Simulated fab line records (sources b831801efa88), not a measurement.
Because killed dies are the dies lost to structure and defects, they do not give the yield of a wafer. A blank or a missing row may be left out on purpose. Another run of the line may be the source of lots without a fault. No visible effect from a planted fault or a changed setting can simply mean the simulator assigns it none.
Problem report in the 8D (eight disciplines) form, filled by code    flow sky130    the parts of the form that need people (team, actions taken, sign-off) are left out

## 1. PROBLEM STATEMENT
Wafers without a fault read 0.865 a.u., standard deviation 0.0058; oes-product-au at SKY_METAL4_METAL_ETCH_18 reads a mean of 0.824 a.u. on 6 wafers belonging to 2 lots. Relative to the usual mean, that is a shift of -7.0 standard deviations.
The step: etches the open film in Cl2/BCl3, stops on SiO2, target depth 845 nm, time 183.1 s.
Earliest sighting: wafer L929.2 on rie-metal-04 at day 45 01:08. Wafers with a number at this step in the record: 42, from 14 lots. Rule for "out", or "out of limits": more than 4 standard deviations from the usual mean. Any other wafer with a number is counted as sound.

## 2. WHAT IT IS, AND WHAT IT ISN'T
question                     is                          is not
which readings at this step  oes-product-au              drypump-motor-current-A, throttle-valve-pct
which lots                   L929, L930                  L918, L920, L922, L923, L925, L927, L931, L932, L936, L938, L939, L940
which wafers of those lots   all that have a number      -
read on which tools          rie-metal-02, rie-metal-04  rie-metal-03
when                         from day 45 01:08           up to then (18 sound wafers); but 18 sound wafers of L931, L932, L936, L938, L939, L940 came after

## 3. WHAT RULES OUT EACH SUSPECT
Counting: a tool stays on the suspect list if, at a process step up to the reading, it processed all lots that are out and no sound lot following the first of them.
- pvd-sputter-04 at SKY_CAPM_SPUTTER_02 (material TiN, target thk 200 nm, time 166.7 s): kept. All lots that are out passed through it, beginning with L929 at day 40 03:01, and no sound lot followed; its final sound lot before that point was L922 at day 37 14:52.
- rie-metal-03 at SKY_CAPM_METAL_ETCH_13 (etches TiN in Cl2/BCl3, stops on SiO2, target depth 220 nm, time 62.9 s): ruled out as a lasting fault. The sound lots L931 went through it after L929, its earliest lot that is out (day 41 03:30).
- pvd-sputter-01 at SKY_METAL4_SPUTTER_04 (material TiN, target thk 70 nm, time 58.3 s): ruled out as a lasting fault. The sound lots L936 went through it after L929, its earliest lot that is out (day 43 04:35).
- pvd-sputter-02 at SKY_CAP2M_SPUTTER_02 (material TiN, target thk 200 nm, time 166.7 s): ruled out as a lasting fault. The sound lots L932, L936, L940 went through it after L929, its earliest lot that is out (day 43 04:43).
Remaining after the count: pvd-sputter-04 at SKY_CAPM_SPUTTER_02.

## 4. THE CAUSE (what the simulator had put in)
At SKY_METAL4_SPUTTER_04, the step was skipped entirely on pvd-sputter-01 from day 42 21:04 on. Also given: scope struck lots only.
It was ruled out by counting, in error; the rule expects a fault to strike all lots run on its tool from its start on, and this fault did not.

## 5. THE CHAIN OF EFFECTS, in route order
One row per reading whose mean, taken over the struck wafers that have a number, lies over 3 standard deviations from the usual. Only readings for which the record gives a usual standard deviation are gone through. hours: the time from each lot's start at the first step in this table that gives one to its start at this step, as a median over the lots. sigmas: the change in usual standard deviations.
hours  step                      reading         usual       on struck wafers  change  sigmas
0      SKY_METAL4_METAL_ETCH_18  oes-product-au  0.865 a.u.  0.824             -0.041  -7.0
Here are the process steps it includes:
- SKY_METAL4_METAL_ETCH_18: etches the open film in Cl2/BCl3, stops on SiO2, target depth 845 nm, time 183.1 s.
Readings that are blank on the struck wafers while sound wafers have them: cathode-dc-power-W at SKY_METAL4_SPUTTER_04; chamber-pressure-pa at SKY_METAL4_SPUTTER_04; throttle-valve-pct at SKY_METAL4_SPUTTER_04.

## 6. WHAT WOULD HAVE CAUGHT IT SOONER
In this record no reading fell out of limits until day 45 01:08, 52 hours after the fault had begun at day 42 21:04.
At SKY_METAL4_SPUTTER_04 the tool's readings are blank on the struck wafers, where sound wafers have them: an empty tool record is the first sign, and it was there at once.
